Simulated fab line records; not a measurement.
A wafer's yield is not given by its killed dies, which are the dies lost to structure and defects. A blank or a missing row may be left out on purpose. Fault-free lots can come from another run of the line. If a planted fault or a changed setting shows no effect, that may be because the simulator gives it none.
One fault through the eyes of 2 desks ; flow gf180mcu ; only its own numbers are on each desk; what lay behind them is given at the end

## METROLOGY DESK
Lot by lot, what the gauges showed, no matter which tool ran the lot: averages of those sampled wafers that carry a number. A lot is out of limits, marked OUT, if its mean lies more than 4 standard deviations from the usual mean; the brackets give that distance.
Columns: A = V1_CVD_02_THK at GF_V1_THK_MEAS_03, usual 848 nm; B = V1_W_THK at GF_V1_THK_MEAS_25, usual 349 nm
lot;first seen here;A;B
L104;day 17 06:13;851;353
L105;day 17 16:46;847;347
L106;day 17 21:41;850;344
L111;day 19 18:52;847;358
L114;day 20 23:53;846;340
L115;day 21 09:11;840;345
L119;day 22 23:57;838;346
L120;day 23 02:47;858;344
L123;day 24 01:17;852;357
L124;day 24 05:01;848;356
L127;day 25 07:34;854;345
This desk's finding: nothing out of limits on any of the 11 lots.

## THE TOOL OWNER'S DESK: iline_stepper-01
The tool's own readings at GF_NWELL_EXPOSE_04 (exposes mask Nwell, target cd 860 nm): means of the sampled wafers that have a number, for each lot that ran on this tool. A lot is out of limits, marked OUT, if its mean lies more than 4 standard deviations from the usual mean; the brackets give that distance.
Columns: A = exposure_dose_mJ_cm2 at GF_NWELL_EXPOSE_04, usual 260.00; B = focus_offset_nm at GF_NWELL_EXPOSE_04, usual 0.0 nm
lot;first seen here;A;B
L104;day 3 02:29;260.12;-0.2
L106;day 3 10:24;260.05;0.2
L111;day 4 12:48;259.79;0.3
L114;day 5 06:58;248.09 (-46) OUT;0.1
L115;day 5 13:08;248.31 (-45) OUT;0.2
Finding of this desk: L114, L115 out of limits; the first was L114 at day 5 06:58, on exposure_dose_mJ_cm2 at GF_NWELL_EXPOSE_04. L104, L106, L111 stayed within limits.

## PUT TOGETHER
An alarm could have come from the tool owner's desk at day 5 06:58, on L114, L115.
At the metrology desk, nothing out of limits was observed.
The metrology desk has L114, L115 on record, within its limits.
Of the lots named, all ran GF_NWELL_EXPOSE_04 on iline_stepper-01.

## WHAT THE SIMULATOR PUT IN
Drift in process parameters on iline_stepper-01 at GF_NWELL_EXPOSE_04, starting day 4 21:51. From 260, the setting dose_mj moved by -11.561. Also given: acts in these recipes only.
Struck lots among those shown: L114, L115.
Time in hours from fault onset to the first out-of-limits reading at each desk: the tool owner's desk, 9.
